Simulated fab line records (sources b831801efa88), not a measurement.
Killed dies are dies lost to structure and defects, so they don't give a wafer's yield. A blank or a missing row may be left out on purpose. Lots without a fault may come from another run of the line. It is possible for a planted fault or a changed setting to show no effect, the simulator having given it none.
Which of the tools did it? ; flow sky130 ; at 1 step of a route of 708, 8 lots with 24 wafers sampled

WHAT THE GAUGES SHOWED, per wafer
SKY_FIELD_ISO_THK_MEAS_02.
lot;measured;on;FIELD_ISO_OXIDATION_00_THK (nm)
L479;day 1 11:38;film_metro-04;12.07 12.14 12.09
L480;day 1 17:07;film_metro-04;12.21 12.28 12.26
L481;day 1 23:24;film_metro-04;12.18 12.16 12.22
L484;day 2 13:24;film_metro-02;12.28 12.38 12.17
L490;day 3 18:38;film_metro-02;11.66 11.57 11.56
L491;day 3 23:38;film_metro-04;12.15 12.14 12.06
L494;day 4 14:38;film_metro-03;11.94 11.65 11.72
L498;day 5 11:41;film_metro-03;11.84 11.95 11.67

WHICH TOOL RAN EACH LOT (tool, then ch and the chambers of the sampled wafers, then the start)
Record: no process step prior to these readings.

THE ANSWER, worked out from the rows above alone
Rule: the lots themselves supply what counts as usual. Put in order of their means at a reading, lots are off if they are a third of the lots or fewer, leave a main group of 4 or more, and stand apart from it by a gap of 3 or more times the standard deviation of the main group's means; of several such gaps the widest counts. A main group is skipped when, at the precision printed for the reading in the tables above, its means are all equal. A lot without any number at a reading at which 4 lots or more have one is off too. The other lots that the step has rows for count as sound.
No lot is off at any reading shown: from this, nothing can be told.

WHAT THE SIMULATOR HAD INSERTED
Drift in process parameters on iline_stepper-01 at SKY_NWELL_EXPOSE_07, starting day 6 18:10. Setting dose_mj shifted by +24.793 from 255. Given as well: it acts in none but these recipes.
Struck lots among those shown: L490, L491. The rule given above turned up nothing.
